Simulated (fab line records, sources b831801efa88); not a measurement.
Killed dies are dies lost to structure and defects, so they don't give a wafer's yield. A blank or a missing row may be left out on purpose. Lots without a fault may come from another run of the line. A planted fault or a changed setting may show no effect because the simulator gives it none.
Tool commonality check | flow gf180mcu | 14 lots, 42 wafers sampled

WHY IT WAS OPENED
At GF_HV_LDD_TW_MEAS_23 the reading HV_LDD_2_TW is flagged on 2 of 14 lots. Wafers without a fault read 1066, standard deviation 5.9.
Rule: a lot is flagged when every wafer of it that has a number lies more than 4 standard deviations from that mean, or none has a number. The other lots count as sound.

lot  | measured     | on            | HV_LDD_2_TW, wafer by wafer | flag
L909 | day 10 17:44 | film_metro-01 | 1062 1063 1068              |
L910 | day 11 04:21 | film_metro-03 | 1069 1067 1062              |
L911 | day 11 09:23 | film_metro-01 | 1058 1052 1059              |
L913 | day 12 04:20 | film_metro-03 | 1063 1070 1066              |
L916 | day 13 04:35 | film_metro-03 | 1063 1066 1063              |
L917 | day 13 09:33 | film_metro-03 | 1066 1071 1071              |
L918 | day 13 15:05 | film_metro-03 | 1072 1068 1069              |
L919 | day 13 23:05 | film_metro-02 | 1062 1064 1063              |
L920 | day 14 04:50 | film_metro-03 | 1068 1071 1064              |
L921 | day 14 14:34 | film_metro-02 | 1064 1070 1071              |
L922 | day 14 18:58 | film_metro-01 | 1058 1054 1062              |
L924 | day 15 12:28 | film_metro-03 | 958 954 952                 | FLAGGED
L925 | day 15 19:37 | film_metro-01 | 957 957 955                 | FLAGGED
L929 | day 17 01:07 | film_metro-02 | 1082 1075 1074              |
The numbers of the flagged lots are 956 on average: -110 against the usual, or -19 standard deviations.

WHICH TOOL RAN EACH LOT
The record holds 1 process step before the reading, out of a route of 602 steps. In each cell: the tool, then ch and the chambers that the sampled wafers went through, then the start.
lot  | flag    | GF_HV_LDD_IMPLANT_21
L909 |         | implanter-02 ch 0, day 10 17:29
L910 |         | implanter-02 ch 0, day 11 03:57
L911 |         | implanter-03 ch 0, day 11 09:08
L913 |         | implanter-04 ch 0, day 12 04:06
L916 |         | implanter-04 ch 0, day 13 04:21
L917 |         | implanter-03 ch 0, day 13 09:20
L918 |         | implanter-02 ch 0, day 13 14:50
L919 |         | implanter-04 ch 0, day 13 22:50
L920 |         | implanter-03 ch 0, day 14 04:35
L921 |         | implanter-03 ch 0, day 14 14:21
L922 |         | implanter-02 ch 0, day 14 18:45
L924 | FLAGGED | implanter-02 ch 0, day 15 12:13
L925 | FLAGGED | implanter-02 ch 0, day 15 19:24
L929 |         | implanter-03 ch 0, day 17 00:52
What these steps do:
- GF_HV_LDD_IMPLANT_21
- GF_HV_LDD_TW_MEAS_23

FLAGGED OVER TOTAL, TOOL BY TOOL (the gauges that took the reading come last)
step                 | tool          | lots run | flagged | share of the flagged lots | sound lots run after its first flagged lot
GF_HV_LDD_IMPLANT_21 | implanter-02  | 6        | 2       | all                       | 0
GF_HV_LDD_IMPLANT_21 | implanter-03  | 5        | 0       | none                      | -
GF_HV_LDD_IMPLANT_21 | implanter-04  | 3        | 0       | none                      | -
GF_HV_LDD_TW_MEAS_23 | film_metro-01 | 4        | 1       | some                      | 0
GF_HV_LDD_TW_MEAS_23 | film_metro-02 | 3        | 0       | none                      | -
GF_HV_LDD_TW_MEAS_23 | film_metro-03 | 7        | 1       | some                      | 0

WHAT THE TABLE ALLOWS
1 row of the table ran every flagged lot: implanter-02 at GF_HV_LDD_IMPLANT_21.
- implanter-02 at GF_HV_LDD_IMPLANT_21: 2 of its 6 lots flagged. Its last sound lot is L922 (day 14 18:45), its first flagged lot L924 (day 15 12:13): a fault that began between those two fits. Its own readings lie more than 4 standard deviations out on every wafer of the flagged lots: beam_energy_keV.
One tool is left: implanter-02 at GF_HV_LDD_IMPLANT_21.

WHAT THE SIMULATOR HAD PUT IN
Process parameter drift: implanter-02, from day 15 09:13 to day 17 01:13, at GF_HV_LDD_IMPLANT_21. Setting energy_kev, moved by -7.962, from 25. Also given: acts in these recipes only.
Lots struck among those shown: L924, L925. The rule above found the same.
